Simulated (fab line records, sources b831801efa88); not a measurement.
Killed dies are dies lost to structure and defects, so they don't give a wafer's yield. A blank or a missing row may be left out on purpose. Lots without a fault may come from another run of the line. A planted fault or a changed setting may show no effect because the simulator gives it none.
fab line records | flow sky130
record lots=24 wafers=72 last_day=52
route steps=708 shown LOCAL_INTERCONNECT@389 CONTACT@425 METAL2@503 METAL3@568 VIA3@587 CAP2M@604
lots that met no fault: from a run of the same line without faults
start_h: hours from the record's first day to the start of the lot's first wafer shown | wait_h: hours since the lot's step before | " the same as in the row above | L1.1+2: a row that stands for several wafers | - no value, or no start given | * or withheld: withheld | < > ~ a bound
route shown NAME@n: a module of which the file shows steps, and the number in the route of the first | usual: mean/standard deviation of fault-free wafers | same: alike in all rows | chamber/n: place in a boat | sites: the reading at each site | _std_site: their standard deviation | _edge_site: outer sites' mean less inner sites' | radius_mm: how far each site lies from the wafer's centre | mask NAME#n: copy n | behind: the tool/chamber that last shaped the wafer | hold: why the lot was held/for how many hours/how that ended | device: the transistor (n, p or np) that didn't switch | end of line: the same wafers' tests at the end of the route | a step without rows: its recipe alone | killed: dies lost to structure and defects at the first sort, not the wafer's yield | map: a wafer's dies, x killed, . not, _ none there
set.NAME: the setting as run; set.NAME@STEP: as run at that earlier step | model.NAME: the simulator's own value behind a step, which no gauge read
steps of the route over a sample of lots; a table a step, a row a wafer
services: from which hour (start_h, from the record's first day; less than 0 if before it) a tool's chamber was out of use, for how many hours, and why
## steps
# step SKY_LOCAL_INTERCONNECT_THK_MEAS_02
# recipe thk_meas_gauge=xrf reads=TiN_of_LOCAL_INTERCONNECT_SPUTTER_00
# usual LOCAL_INTERCONNECT_TIN_THK=99.9/1.1
# columns lot.wafer tool chamber start_h wait_h LOCAL_INTERCONNECT_TIN_THK[nm]
L074.1 film_metro-04 - 622.49 0.1 99.3
L074.2 " - " " 99.3
L074.3 " - " " 99.9
L075.1 film_metro-03 - 623.06 0.1 99.9
L075.3 " - " " 101.3
L075.6 " - " " 101.7
L076.1 film_metro-04 - 623.43 0.1 99.9
L076.3 " - " " 99.8
L076.6 " - " " 99.9
L077.1 film_metro-04 - 625.30 0.1 100.8
L077.3 " - " " 100.7
L077.4 " - " " 100.6
L078.2 film_metro-02 - 640.77 0.1 101.3
L078.4 " - " " 100.0
L078.5 " - " " 101.3
L080.1 film_metro-02 - 649.96 0.1 99.4
L080.2 " - " " 101.1
L080.6 " - " " 100.8
L079.1 film_metro-02 - 652.44 0.1 98.1
L079.4 " - " " 99.9
L079.5 " - " " 99.8
L081.2 film_metro-04 - 664.76 0.1 100.3
L081.4 " - " " 101.4
L081.6 " - " " 100.7
L082.2 film_metro-03 - 673.92 0.1 99.2
L082.3 " - " " 97.5
L082.4 " - " " 97.4
L084.1 film_metro-02 - 676.44 0.1 100.9
L084.3 " - " " 100.9
L084.6 " - " " 100.6
L083.2 film_metro-02 - 677.25 0.1 100.7
L083.4 " - " " 101.1
L083.5 " - " " 100.6
L085.1 film_metro-03 - 686.34 0.1 101.5
L085.2 " - " " 99.8
L085.4 " - " " 101.3
L086.2 film_metro-02 - 693.60 0.1 100.2
L086.4 " - " " 99.6
L086.5 " - " " 99.5
L087.1 film_metro-03 - 701.33 0.1 99.6
L087.3 " - " " 100.3
L087.4 " - " " 99.2
L088.1 film_metro-02 - 703.90 0.1 99.4
L088.4 " - " " 99.6
L088.6 " - " " 100.2
L089.1 film_metro-02 - 716.09 0.1 100.1
L089.2 " - " " 100.5
L089.5 " - " " 99.7
L090.1 film_metro-03 - 729.71 0.1 99.2
L090.5 " - " " 99.8
L090.6 " - " " 100.8
L091.1 film_metro-04 - 736.09 0.1 99.3
L091.3 " - " " 99.1
L091.6 " - " " 98.7
L094.2 film_metro-03 - 925.39 0.1 98.2
L094.3 " - " " 97.0
L094.4 " - " " 98.5
L092.2 film_metro-03 - 929.57 0.1 99.3
L092.4 " - " " 98.9
L092.6 " - " " 97.7
L093.2 film_metro-04 - 931.32 0.1 99.5
L093.4 " - " " 100.5
L093.6 " - " " 100.1
L095.2 film_metro-04 - 931.95 0.1 98.5
L095.3 " - " " 99.5
L095.4 " - " " 99.6
L096.2 film_metro-04 - 932.97 0.1 100.8
L096.4 " - " " 99.7
L096.6 " - " " 100.5
L097.2 film_metro-03 - 934.99 0.1 99.6
L097.3 " - " " 99.6
L097.5 " - " " 99.5
# step SKY_CONTACT_STRIP_19
# recipe chemistry=O2/N2 power_w=1400 pressure_mtorr=1500 platen_temp_c=withheld o2_flow_sccm=3000 n2_flow_sccm=300 overash_fraction=0.5
# usual chamber_pressure_mTorr=1499.8/1.4 drypump_motor_current_A=5.94/0.16 oes_product_au=0.382/0.0042 strip_time_to_endpoint_s=3.63/0.032
# columns lot.wafer tool chamber start_h wait_h chamber_pressure_mTorr drypump_motor_current_A oes_product_au rf_hours_counter_h strip_time_to_endpoint_s
L074.1 plasma_asher-02 1 680.91 - 1498.4 5.97 0.377 25 3.63
L074.2 " 0 " " 1500.1 5.96 0.383 25 3.60
L074.3 " 0 " " 1499.6 5.96 0.381 - 3.64
L075.1 plasma_asher-02 0 682.85 - 1501.3 5.98 0.380 25 3.63
L075.3 " 0 " " 1497.6 5.97 0.381 - 3.58
L075.6 " 0 " " 1499.5 5.96 0.382 - 3.63
L076.1 plasma_asher-04 0 683.62 - 1498.1 5.55 0.380 103 3.59
L076.3 " 1 " " 1498.0 5.89 0.389 - 3.67
L076.6 " 1 " " 1500.7 5.91 0.381 - 3.62
L077.1 plasma_asher-02 1 685.17 - 1500.7 5.96 0.390 26 3.66
L077.3 " 0 " " 1501.4 5.97 0.377 - 3.64
L077.4 " 1 " " 1500.9 5.97 0.383 - 3.67
L078.2 plasma_asher-03 0 699.19 - 1500.0 5.85 0.384 87 3.64
L078.4 " 0 " " 1499.3 5.84 0.384 - 3.60
L078.5 " 0 " " 1500.8 5.86 0.386 - 3.64
L080.1 plasma_asher-04 1 708.69 - 1498.9 5.91 0.375 106 3.64
L080.2 " 0 " " 1498.5 5.55 0.381 106 3.63
L080.6 " 0 " " 1501.0 5.55 0.384 - 3.63
L079.1 plasma_asher-04 1 710.68 - 1500.6 5.89 0.378 106 3.60
L079.4 " 0 " " 1498.4 5.55 0.385 - 3.64
L079.5 " 0 " " 1498.8 5.55 0.383 - 3.67
L081.2 plasma_asher-04 0 724.33 - 1500.1 5.54 0.383 107 3.68
L081.4 " 0 " " 1499.6 5.54 0.376 - 3.67
L081.6 " 1 " " 1499.2 5.91 0.381 - 3.67
L082.2 plasma_asher-03 0 734.53 - 1499.6 5.82 0.385 90 3.64
L082.3 " 0 " " 1497.9 5.83 0.382 - 3.68
L082.4 " 1 " " 1500.7 6.15 0.373 - 3.63
L084.1 plasma_asher-03 0 736.64 - 1499.1 5.83 0.385 90 3.71
L084.3 " 1 " " 1498.6 6.15 0.381 - 3.67
L084.6 " 0 " " 1500.8 5.82 0.381 - 3.70
L083.2 plasma_asher-02 0 737.28 - 1498.5 5.98 0.386 31 3.59
L083.4 " 1 " " 1500.7 5.92 0.382 - 3.67
L083.5 " 1 " " 1501.5 5.95 0.389 - 3.63
L085.1 plasma_asher-03 0 745.54 - 1499.7 5.84 0.382 91 3.69
L085.2 " 1 " " 1500.3 6.14 0.381 91 3.62
L085.4 " 0 " " 1499.0 5.82 0.377 - 3.63
L086.2 plasma_asher-02 1 754.04 - 1500.8 5.97 0.386 32 3.64
L086.4 " 0 " " 1499.5 5.98 0.375 - 3.66
L086.5 " 1 " " 1500.7 5.95 0.380 - 3.65
L087.1 plasma_asher-03 0 761.34 - 1498.4 5.82 0.377 93 3.65
L087.3 " 1 " " 1500.1 6.14 0.383 - 3.66
L087.4 " 0 " " 1500.2 5.82 0.381 - 3.61
L088.1 plasma_asher-03 1 763.38 - 1502.1 6.17 0.381 93 3.61
L088.4 " 0 " " 1500.9 5.84 0.382 - 3.59
L088.6 " 0 " " 1499.5 5.84 0.371 - 3.66
L089.1 plasma_asher-03 1 772.94 - 1499.3 6.17 0.376 94 3.66
L089.2 " 0 " " 1501.8 5.85 0.378 94 3.60
L089.5 " 1 " " 1501.3 6.15 0.384 - 3.63
L090.1 plasma_asher-03 1 785.64 - 1499.7 6.16 0.379 95 3.66
L090.5 " 1 " " 1498.7 6.16 0.384 - 3.68
L090.6 " 0 " " 1498.7 5.83 0.381 - 3.69
L091.1 plasma_asher-02 1 791.50 - 1496.9 5.97 0.384 36 3.57
L091.3 " 0 " " 1497.5 5.95 0.387 - 3.60
L091.6 " 1 " " 1497.1 5.99 0.382 - 3.61
L094.2 plasma_asher-02 0 977.10 - 1498.9 5.97 0.388 54 3.63
L094.3 " 1 " " 1498.7 5.95 0.381 - 3.66
L094.4 " 0 " " 1502.2 5.93 0.386 - 3.64
L092.2 plasma_asher-02 0 981.18 - 1496.1 5.94 0.383 55 3.60
L092.4 " 1 " " 1500.0 5.97 0.377 - 3.60
L092.6 " 0 " " 1498.7 5.96 0.383 - 3.59
L093.2 plasma_asher-03 0 983.89 - 1500.3 5.84 0.376 116 3.61
L093.4 " 0 " " 1500.4 5.82 0.379 - 3.63
L093.6 " 0 " " 1499.7 5.82 0.379 - 3.62
L095.2 plasma_asher-02 0 985.00 - 1499.2 5.96 0.381 55 3.60
L095.3 " 1 " " 1499.6 5.97 0.377 - 3.63
L095.4 " 0 " " 1500.0 5.96 0.389 - 3.62
L096.2 plasma_asher-03 1 985.35 - 1498.4 6.14 0.386 116 3.64
L096.4 " 1 " " 1499.4 6.15 0.383 - 3.57
L096.6 " 0 " " 1500.3 5.86 0.376 - 3.60
L097.2 plasma_asher-03 1 987.15 - 1499.5 6.16 0.378 116 3.67
L097.3 " 1 " " 1501.8 6.18 0.386 - 3.60
L097.5 " 0 " " 1501.3 5.84 0.389 - 3.67
# step SKY_METAL2_STRIP_20
# recipe chemistry=O2/N2 power_w=1400 pressure_mtorr=1500 platen_temp_c=withheld o2_flow_sccm=3000 n2_flow_sccm=300 overash_fraction=0.5
# usual chamber_pressure_mTorr=1500.1/1.2 drypump_motor_current_A=5.77/0.29 oes_product_au=0.343/0.0053 strip_time_to_endpoint_s=2.72/0.054
# columns lot.wafer tool chamber start_h wait_h chamber_pressure_mTorr drypump_motor_current_A oes_product_au rf_hours_counter_h strip_time_to_endpoint_s
L074.1 plasma_asher-01 0 770.93 0.1 1501.8 5.24 0.339 58 2.64
L074.2 " 1 " " 1501.0 5.95 0.347 58 2.78
L074.3 " 1 " " 1499.8 6.01 0.349 - 2.74
L075.1 plasma_asher-01 0 771.60 0.1 1498.4 5.21 0.343 58 2.75
L075.3 " 1 " " 1501.0 6.04 0.338 - 2.78
L075.6 " 0 " " 1500.7 5.25 0.347 - 2.74
L076.1 plasma_asher-04 1 773.42 0.1 1498.3 5.85 0.346 3 2.71
L076.3 " 0 " " 1498.6 5.55 0.341 - 2.59
L076.6 " 1 " " 1501.5 5.86 0.339 - 2.58
L077.1 plasma_asher-02 1 774.85 0.1 1500.9 5.98 0.343 34 2.73
L077.3 " 1 " " 1499.4 5.96 0.347 - 2.77
L077.4 " 0 " " 1498.9 5.97 0.338 - 2.67
L078.2 plasma_asher-02 0 786.35 0.1 1501.1 5.97 0.343 35 2.67
L078.4 " 0 " " 1498.2 5.95 0.337 - 2.76
L078.5 " 1 " " 1498.5 5.96 0.338 - 2.80
L080.1 plasma_asher-01 1 795.70 0.1 1498.5 6.04 0.350 61 2.75
L080.2 " 0 " " 1499.3 5.25 0.349 61 2.69
L080.6 " 1 " " 1501.5 6.04 0.340 - 2.72
L079.1 plasma_asher-04 1 798.15 0.1 1501.2 5.90 0.338 6 2.79
L079.4 " 0 " " 1500.4 5.54 0.344 - 2.79
L079.5 " 1 " " 1501.0 5.87 0.360 - 2.80
L081.2 plasma_asher-01 0 810.55 0.1 1499.4 5.27 0.335 62 2.68
L081.4 " 1 " " 1499.4 6.10 0.342 - 2.75
L081.6 " 0 " " 1502.4 5.25 0.347 - 2.78
L082.2 plasma_asher-02 1 819.40 0.1 1500.2 5.95 0.342 38 2.75
L082.3 " 1 " " 1500.8 5.96 0.348 - 2.76
L082.4 " 0 " " 1499.1 5.97 0.339 - 2.69
L084.1 plasma_asher-02 1 821.93 0.1 1502.9 5.96 0.353 38 2.76
L084.3 " 0 " " 1499.2 5.99 0.330 - 2.64
L084.6 " 0 " " 1500.4 5.99 0.350 - 2.77
L083.2 plasma_asher-02 1 823.85 0.1 1500.8 5.97 0.342 39 2.80
L083.4 " 1 " " 1499.6 5.97 0.343 - 2.82
L083.5 " 0 " " 1501.4 5.97 0.345 - 2.77
L085.1 plasma_asher-04 1 829.85 0.1 1500.7 5.90 0.341 9 2.74
L085.2 " 0 " " 1499.1 5.56 0.345 9 2.65
L085.4 " 0 " " 1500.0 5.57 0.345 - 2.76
L086.2 plasma_asher-01 0 838.93 0.1 1500.0 5.28 0.334 65 2.61
L086.4 " 1 " " 1500.0 6.03 0.337 - 2.74
L086.5 " 0 " " 1500.9 5.29 0.348 - 2.72
L087.1 plasma_asher-04 0 847.00 0.1 1499.9 5.55 0.348 10 2.76
L087.3 " 0 " " 1502.4 5.56 0.344 - 2.72
L087.4 " 1 " " 1497.2 5.92 0.344 - 2.76
L088.1 plasma_asher-01 1 848.69 0.1 1501.7 6.05 0.338 66 2.74
L088.4 " 0 " " 1501.1 5.26 0.339 - 2.71
L088.6 " 1 " " 1499.3 6.05 0.337 - 2.68
L089.1 plasma_asher-04 0 857.64 0.1 1500.6 5.55 0.342 11 2.76
L089.2 " 1 " " 1499.1 5.90 0.349 11 2.76
L089.5 " 1 " " 1499.8 5.86 0.344 - 2.78
L090.1 plasma_asher-01 0 868.88 0.1 1500.2 5.23 0.345 68 2.75
L090.5 " 0 " " 1499.7 5.26 0.343 - 2.70
L090.6 " 1 " " 1500.6 6.06 0.347 - 2.77
L091.1 plasma_asher-04 0 877.15 0.1 1498.9 5.57 0.341 13 2.73
L091.3 " 0 " " 1498.0 5.56 0.339 - 2.63
L091.6 " 1 " " 1499.5 5.89 0.334 - 2.60
L094.2 plasma_asher-01 1 1050.98 0.1 1498.5 6.05 0.339 86 2.75
L094.3 " 0 " " 1500.7 5.24 0.351 - 2.73
L094.4 " 1 " " 1503.2 6.02 0.336 - 2.77
L092.2 plasma_asher-04 0 1054.18 0.1 1500.9 5.56 0.343 30 2.61
L092.4 " 0 " " 1500.7 5.57 0.337 - 2.62
L092.6 " 1 " " 1499.7 5.88 0.347 - 2.75
L093.2 plasma_asher-02 0 1055.68 0.1 1499.7 5.95 0.352 62 2.74
L093.4 " 1 " " 1501.8 5.97 0.342 - 2.71
L093.6 " 1 " " 1501.3 6.03 0.344 - 2.73
L095.2 plasma_asher-01 0 1057.13 0.1 1501.4 5.27 0.343 87 2.69
L095.3 " 0 " " 1499.7 5.24 0.341 - 2.77
L095.4 " 1 " " 1499.5 6.07 0.351 - 2.72
L096.2 plasma_asher-02 0 1058.15 0.1 1501.8 5.97 0.341 62 2.60
L096.4 " 1 " " 1501.6 5.94 0.344 - 2.70
L096.6 " 0 " " 1500.6 5.95 0.347 - 2.69
L097.2 plasma_asher-04 1 1058.85 0.1 1499.6 5.90 0.351 31 2.72
L097.3 " 0 " " 1500.3 5.55 0.353 - 2.76
L097.5 " 1 " " 1501.2 5.87 0.347 - 2.70
# step SKY_METAL3_METAL_ETCH_18
# recipe target_depth_a=8450 stop_on=SiO2 over_etch_frac=0.3 time_s=183.1 chemistry=Cl2/BCl3 resist_sidewall_deg=88 pressure_mtorr=10 icp_w=900 bias_w=48.5 Cl2_flow_sccm=60 bcl3_flow_sccm=30
# usual chamber_pressure_mTorr=10.001/0.0098 drypump_motor_current_A=5.9/0.44 oes_product_au=0.864/0.0057 throttle_valve_pct=22.264/0.0081
# same over_etch_frac=0.3
# columns lot.wafer tool chamber start_h wait_h chamber_pressure_mTorr drypump_motor_current_A oes_product_au rf_hours_counter_h throttle_valve_pct
L074.1 rie_metal-04 0 853.99 0.0 10.001 6.5 0.870 7 22.263
L074.2 " 1 " " 10.011 5.7 0.869 9 22.271
L074.3 " 1 " " 10.010 5.6 0.864 - 22.254
L075.1 rie_metal-02 1 855.34 0.0 10.010 6.1 0.862 10 22.269
L075.3 " 0 " " 10.012 6.4 0.851 - 22.265
L075.6 " 1 " " 9.990 6.1 0.859 - 22.260
L076.1 rie_metal-04 1 856.59 0.0 10.011 5.6 0.854 9 22.260
L076.3 " 1 " " 9.995 5.6 0.867 - 22.250
L076.6 " 0 " " 10.008 6.4 0.861 - 22.254
L077.1 rie_metal-01 1 857.84 0.0 10.002 5.3 0.858 13 22.269
L077.3 " 1 " " 9.986 5.3 0.859 - 22.253
L077.4 " 0 " " 9.985 5.7 0.871 - 22.282
L078.2 rie_metal-01 0 869.19 0.0 10.010 5.7 0.867 13 22.277
L078.4 " 0 " " 9.993 5.6 0.864 - 22.256
L078.5 " 0 " " 10.021 5.7 0.864 - 22.263
L080.1 rie_metal-04 0 879.22 0.0 9.995 6.4 0.871 8 22.256
L080.2 " 1 " " 10.006 5.6 0.865 10 22.263
L080.6 " 1 " " 10.005 5.6 0.866 - 22.267
L079.1 rie_metal-01 0 881.22 0.0 10.002 5.7 0.871 13 22.257
L079.4 " 1 " " 9.993 5.3 0.864 - 22.270
L079.5 " 1 " " 9.998 5.3 0.874 - 22.254
L081.2 rie_metal-01 1 894.45 0.1 10.000 5.3 0.863 - 22.275
L081.4 " 1 " " 9.995 5.3 0.867 - 22.253
L081.6 " 1 " " 10.002 5.3 0.865 - 22.253
L082.2 rie_metal-04 0 903.39 0.0 10.003 6.5 0.868 10 22.276
L082.3 " 1 " " 9.989 5.6 0.864 - 22.275
L082.4 " 0 " " 9.981 6.5 0.854 - 22.254
L084.1 rie_metal-04 0 904.42 0.0 9.979 6.4 0.850 11 22.279
L084.3 " 1 " " 9.990 5.6 0.853 - 22.260
L084.6 " 0 " " 10.009 6.5 0.858 - 22.265
L083.2 rie_metal-02 0 906.15 0.0 10.000 6.4 0.861 10 22.274
L083.4 " 1 " " 10.014 6.2 0.869 - 22.262
L083.5 " 0 " " 9.997 6.5 0.855 - 22.259
L085.1 rie_metal-04 1 911.97 0.0 10.006 5.6 0.867 13 22.245
L085.2 " 0 " " 10.006 6.4 0.861 11 22.271
L085.4 " 1 " " 10.008 5.6 0.861 - 22.250
L086.2 rie_metal-04 1 921.48 0.1 9.992 5.7 0.858 - 22.276
L086.4 " 1 " " 9.972 5.7 0.873 - 22.258
L086.5 " 1 " " 10.013 5.7 0.867 - 22.261
L087.1 rie_metal-04 1 929.79 0.0 10.000 5.6 0.863 13 22.259
L087.3 " 1 " " 9.996 5.7 0.867 - 22.277
L087.4 " 0 " " 9.991 6.5 0.868 - 22.263
L088.1 rie_metal-01 0 932.62 0.0 10.011 5.7 0.855 14 22.275
L088.4 " 0 " " 10.007 5.7 0.858 - 22.271
L088.6 " 0 " " 9.996 5.7 0.869 - 22.262
L089.1 rie_metal-04 1 939.97 0.0 10.013 5.7 0.866 14 22.256
L089.2 " 0 " " 10.000 6.4 0.876 12 22.261
L089.5 " 1 " " 10.005 5.6 0.869 - 22.270
L090.1 rie_metal-01 0 951.84 0.0 10.003 5.7 0.859 17 22.261
L090.5 " 1 " " 10.002 5.3 0.856 - 22.260
L090.6 " 0 " " 10.009 5.7 0.864 - 22.274
L091.1 rie_metal-02 0 959.39 0.0 9.989 6.5 0.866 13 22.262
L091.3 " 0 " " 10.010 6.4 0.867 - 22.266
L091.6 " 0 " " 9.996 6.5 0.859 - 22.267
L094.2 rie_metal-02 1 1111.69 0.0 9.993 6.2 0.861 22 22.256
L094.3 " 1 " " 9.994 6.2 0.860 - 22.276
L094.4 " 0 " " 10.014 6.4 0.859 - 22.261
L092.2 rie_metal-04 1 1114.47 0.0 10.006 5.6 0.866 22 22.268
L092.4 " 1 " " 9.994 5.7 0.867 - 22.271
L092.6 " 1 " " 10.002 5.7 0.868 - 22.271
L093.2 rie_metal-01 1 1114.93 0.1 9.997 5.3 0.868 - 22.253
L093.4 " 1 " " 9.998 5.3 0.870 - 22.266
L093.6 " 1 " " 10.004 5.3 0.871 - 22.263
L095.2 rie_metal-01 1 1116.55 0.1 9.995 5.3 0.865 - 22.262
L095.3 " 1 " " 9.998 5.3 0.861 - 22.265
L095.4 " 1 " " 10.003 5.3 0.866 - 22.257
L096.2 rie_metal-04 1 1117.19 0.0 9.994 5.6 0.850 23 22.262
L096.4 " 1 " " 10.008 5.6 0.858 - 22.270
L096.6 " 1 " " 10.010 5.6 0.869 - 22.263
L097.2 rie_metal-02 1 1118.47 0.0 9.993 6.2 0.866 23 22.260
L097.3 " 0 " " 10.004 6.5 0.860 - 22.249
L097.5 " 0 " " 10.002 6.5 0.859 - 22.272
# step SKY_VIA3_ETCH_14
# recipe chemistry=N2/H2 target=BARC ion_energy_ev=200 source_w=500 bias_w=100 pressure_mtorr=30 n2_flow_sccm=100 h2_flow_sccm=200 stop_on=SiO2 time_s=45.9 target_depth_a=600
# usual chamber_pressure_mTorr=29.996/0.028 drypump_motor_current_A=5.8/0.77 oes_product_au=0.855/0.005 throttle_valve_pct=13.224/0.0084
# columns lot.wafer tool chamber start_h wait_h chamber_pressure_mTorr drypump_motor_current_A oes_product_au rf_hours_counter_h throttle_valve_pct
L074.1 rie_diel-03 1 882.37 0.0 30.000 5.5 0.857 11 13.232
L074.2 " 2 " " 30.028 4.7 0.853 15 13.214
L074.3 " 0 " " 29.998 4.8 0.868 0 13.224
L075.1 rie_diel-02 1 883.37 0.0 29.985 5.2 0.853 9 13.219
L075.3 " 0 " " 29.946 6.7 0.860 10 13.211
L075.6 " 1 " " 30.014 5.2 0.853 - 13.224
L076.1 rie_diel-01 2 884.52 0.0 30.005 6.5 0.861 3 13.222
L076.3 " 1 " " 30.024 6.1 0.848 19 13.223
L076.6 " 1 " " 30.005 6.2 0.858 - 13.229
L077.1 rie_diel-01 0 886.29 0.0 30.005 5.3 0.848 24 13.210
L077.3 " 2 " " 30.027 6.6 0.854 3 13.229
L077.4 " 1 " " 29.961 6.1 0.853 19 13.216
L078.2 rie_diel-02 2 897.29 0.0 29.975 6.5 0.855 13 13.228
L078.4 " 3 " " 29.976 6.8 0.849 10 13.224
L078.5 " 2 " " 29.968 6.5 0.860 - 13.222
L080.1 rie_diel-02 3 906.82 0.0 30.033 6.7 0.846 11 13.246
L080.2 " 1 " " 29.960 5.2 0.861 10 13.229
L080.6 " 1 " " 29.985 5.2 0.859 - 13.239
L079.1 rie_diel-03 0 908.87 0.0 30.029 4.8 0.854 1 13.237
L079.4 " 3 " " 29.967 6.0 0.850 12 13.217
L079.5 " 2 " " 29.987 4.7 0.858 - 13.225
L081.2 rie_diel-02 2 922.36 0.0 30.010 6.5 0.860 14 13.226
L081.4 " 0 " " 30.008 6.6 0.854 12 13.220
L081.6 " 1 " " 30.020 5.2 0.852 - 13.218
L082.2 rie_diel-03 0 931.11 0.0 30.016 4.8 0.854 1 13.228
L082.3 " 3 " " 29.982 6.1 0.857 13 13.228
L082.4 " 1 " " 30.025 5.4 0.854 12 13.209
L084.1 rie_diel-01 2 931.46 0.0 30.006 6.5 0.855 5 13.218
L084.3 " 3 " " 29.958 4.6 0.854 17 13.228
L084.6 " 2 " " 30.039 6.5 0.859 - 13.224
L083.2 rie_diel-01 3 933.31 0.0 30.020 4.7 0.860 17 13.215
L083.4 " 1 " " 29.982 6.1 0.853 20 13.227
L083.5 " 0 " " 29.983 5.3 0.858 - 13.212
L085.1 rie_diel-02 1 939.47 0.0 29.990 5.2 0.854 11 13.229
L085.2 " 2 " " 29.973 6.5 0.848 15 13.209
L085.4 " 0 " " 30.010 6.7 0.857 12 13.233
L086.2 rie_diel-03 0 947.86 0.0 29.975 4.8 0.854 2 13.228
L086.4 " 3 " " 29.994 6.1 0.855 13 13.231
L086.5 " 2 " " 30.046 4.8 0.852 - 13.217
L087.1 rie_diel-02 1 956.39 0.0 30.023 5.2 0.856 12 13.211
L087.3 " 3 " " 30.025 6.7 0.859 12 13.243
L087.4 " 2 " " 30.031 6.5 0.856 15 13.214
L088.1 rie_diel-02 0 959.37 0.0 29.977 6.7 0.859 13 13.230
L088.4 " 2 " " 30.005 6.5 0.864 15 13.223
L088.6 " 0 " " 30.032 6.7 0.861 - 13.224
L089.1 rie_diel-03 0 966.14 0.0 30.058 4.8 0.866 2 13.220
L089.2 " 1 " " 30.030 5.5 0.859 12 13.224
L089.5 " 1 " " 29.960 5.4 0.854 - 13.223
L090.1 rie_diel-03 3 979.01 0.0 30.038 6.1 0.857 13 13.229
L090.5 " 1 " " 29.944 5.4 0.862 - 13.235
L090.6 " 0 " " 29.989 4.8 0.856 - 13.242
L091.1 rie_diel-02 0 986.16 0.0 29.974 6.6 0.857 14 13.222
L091.3 " 3 " " 30.046 6.7 0.858 13 13.213
L091.6 " 3 " " 30.003 6.8 0.849 - 13.231
L094.2 rie_diel-02 2 1130.96 0.0 29.982 6.5 0.849 23 13.225
L094.3 " 3 " " 30.035 6.8 0.861 19 13.233
L094.4 " 0 " " 29.967 6.7 0.852 20 13.230
L092.2 rie_diel-02 2 1133.67 0.0 29.973 6.5 0.853 23 13.219
L092.4 " 0 " " 30.014 6.7 0.857 20 13.228
L092.6 " 0 " " 29.958 6.7 0.852 - 13.224
L093.2 rie_diel-01 2 1134.02 0.0 29.979 6.5 0.859 12 13.230
L093.4 " 1 " " 29.996 6.1 0.854 28 13.225
L093.6 " 2 " " 29.986 6.5 0.850 - 13.234
L095.2 rie_diel-03 1 1135.66 0.0 30.006 5.5 0.856 18 13.213
L095.3 " 0 " " 29.986 4.8 0.862 8 13.219
L095.4 " 0 " " 30.019 4.8 0.855 - 13.223
L096.2 rie_diel-01 0 1136.19 0.0 29.985 5.3 0.859 8 13.221
L096.4 " 1 " " 29.969 6.2 0.863 28 13.219
L096.6 " 2 " " 30.002 6.5 0.863 - 13.224
L097.2 rie_diel-02 1 1137.11 0.0 29.910 5.2 0.857 18 13.232
L097.3 " 0 " " 29.998 6.7 0.857 20 13.236
L097.5 " 3 " " 30.025 6.7 0.852 - 13.227
# step SKY_CAP2M_THK_MEAS_01
# recipe reads=SiO2_of_CAP2M_CVD_00
# usual CAP2M_CVD_00_THK=15.42/0.24
# columns lot.wafer tool chamber start_h wait_h CAP2M_CVD_00_THK[nm]
L074.1 film_metro-04 - 883.95 - 15.30
L074.2 " - " " 15.47
L074.3 " - " " 15.54
L075.1 film_metro-03 - 884.94 - 15.32
L075.3 " - " " 15.14
L075.6 " - " " 15.69
L076.1 film_metro-04 - 886.13 - 15.54
L076.3 " - " " 15.42
L076.6 " - " " 15.56
L077.1 film_metro-04 - 887.83 - 15.37
L077.3 " - " " 15.05
L077.4 " - " " 15.72
L078.2 film_metro-02 - 898.84 - 15.37
L078.4 " - " " 15.70
L078.5 " - " " 15.48
L080.1 film_metro-03 - 908.35 - 15.21
L080.2 " - " " 14.76
L080.6 " - " " 15.08
L079.1 film_metro-03 - 910.46 - 15.33
L079.4 " - " " 15.20
L079.5 " - " " 15.45
L081.2 film_metro-02 - 923.91 - 15.56
L081.4 " - " " 15.79
L081.6 " - " " 15.61
L082.2 film_metro-03 - 932.70 - 14.80
L082.3 " - " " 15.07
L082.4 " - " " 15.02
L084.1 film_metro-03 - 933.04 - 15.37
L084.3 " - " " 15.59
L084.6 " - " " 15.57
L083.2 film_metro-04 - 934.89 - 15.23
L083.4 " - " " 15.34
L083.5 " - " " 15.53
L085.1 film_metro-04 - 941.50 - 15.72
L085.2 " - " " 15.41
L085.4 " - " " 15.68
L086.2 film_metro-03 - 949.84 - 15.39
L086.4 " - " " 15.65
L086.5 " - " " 15.54
L087.1 film_metro-04 - 957.98 - 15.60
L087.3 " - " " 15.15
L087.4 " - " " 15.57
L088.1 film_metro-02 - 961.05 - 15.50
L088.4 " - " " 15.44
L088.6 " - " " 15.70
L089.1 film_metro-02 - 968.03 - 15.65
L089.2 " - " " 15.39
L089.5 " - " " 15.53
L090.1 film_metro-02 - 980.59 - 15.28
L090.5 " - " " 15.74
L090.6 " - " " 15.42
L091.1 film_metro-02 - 987.71 - 14.86
L091.3 " - " " 15.42
L091.6 " - " " 15.25
L094.2 film_metro-02 - 1132.54 - 15.06
L094.3 " - " " 15.58
L094.4 " - " " 15.72
L092.2 film_metro-03 - 1135.53 - 15.22
L092.4 " - " " 15.63
L092.6 " - " " 15.36
L093.2 film_metro-02 - 1136.13 - 15.35
L093.4 " - " " 15.59
L093.6 " - " " 15.63
L095.2 film_metro-03 - 1137.36 - 15.42
L095.3 " - " " 15.19
L095.4 " - " " 15.44
L096.2 film_metro-04 - 1137.77 - 15.32
L096.4 " - " " 15.54
L096.6 " - " " 15.65
L097.2 film_metro-03 - 1138.85 - 15.62
L097.3 " - " " 15.10
L097.5 " - " " 15.72
## services
# columns tool chamber start_h hours kind
plasma_asher-03 - 681.86 2.8 pm
rie_diel-02 - 693.98 0.3 repair
rie_diel-02 2 706.00 7.6 repair
plasma_asher-02 - 730.37 2.8 pm
plasma_asher-04 - 733.75 9.0 pm
rie_diel-02 1 742.57 5.3 repair
rie_diel-02 1 770.07 4.7 repair
rie_diel-02 2 772.34 3.8 repair
plasma_asher-01 - 870.36 0.9 repair
plasma_asher-04 - 892.34 11.9 repair
rie_metal-04 0 920.32 3.0 repair
rie_diel-02 - 928.32 0.6 repair
plasma_asher-04 - 931.85 0.4 repair
plasma_asher-01 - 956.78 0.7 repair
rie_diel-02 1 985.74 22.1 repair
plasma_asher-02 - 1012.44 1.7 repair
plasma_asher-01 - 1021.54 10.0 pm
plasma_asher-03 - 1055.25 9.0 pm
plasma_asher-04 - 1056.93 1.0 repair
plasma_asher-01 - 1065.54 1.4 repair
plasma_asher-03 - 1073.15 11.7 repair
plasma_asher-03 - 1095.26 8.2 repair
plasma_asher-04 - 1118.63 1.7 repair
rie_diel-02 - 1123.49 2.8 repair
## key
fault none
